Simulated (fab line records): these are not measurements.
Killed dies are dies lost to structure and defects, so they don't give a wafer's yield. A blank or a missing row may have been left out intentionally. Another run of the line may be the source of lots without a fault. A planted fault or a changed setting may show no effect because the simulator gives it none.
Matching of chambers	flow gf180mcu	GF_V2_CMP_26 on cmp-02 has 4 sister chambers
The step polishes, stops on SiO2, t overpolish 15 s, target thk 0 nm. 4 wafers are shown with their chamber, then 8 later ones without.

== WAFERS WITH THEIR CHAMBER ==
wafer	chamber	motor current A (A)
L770.3	2	11.0
L770.5	3	11.0
L770.6	0	11.7
L774.1	1	9.4

== WAFERS WITHOUT THEIR CHAMBER ==
wafer	motor current A (A)
L774.3	11.8
L774.5	11.3
L777.2	10.8
L777.4	11.9
L777.5	9.5
L785.3	12.6
L785.5	11.7
L785.6	10.4

== WHICH CHAMBER EACH ONE RAN IN ==
wafer	from the rows above	in truth
L774.3	can't be placed: 0 or 2 or 3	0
L774.5	can't be placed: 2 or 3 or 0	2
L777.2	can't be placed: 2 or 3 or 0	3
L777.4	can't be placed: 0 or 2 or 3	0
L777.5	1	1
L785.3	can't be placed: 0 or 2 or 3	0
L785.5	can't be placed: 0 or 2 or 3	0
L785.6	can't be placed: 2 or 3 or 1 or 0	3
Correctly placed: 1 of 8. Cannot be placed on the basis of these rows: 7; the candidates contain the true chamber in 7. 0 placed wrongly.
How it was worked out, from the rows above alone: a wafer's distance from a chamber is the root of the sum, over the readings, of the square of ((its reading less the chamber's mean) divided by the reading's scatter). If the next closest chamber is less than 2 further off than the closest, the wafer can't be placed; otherwise it belongs to the closest. Each chamber's mean is taken over the wafers shown for it. The scatter (one wafer shown for each chamber): square how far every hidden wafer sits from the nearest shown wafer, average those squares and take the square root.
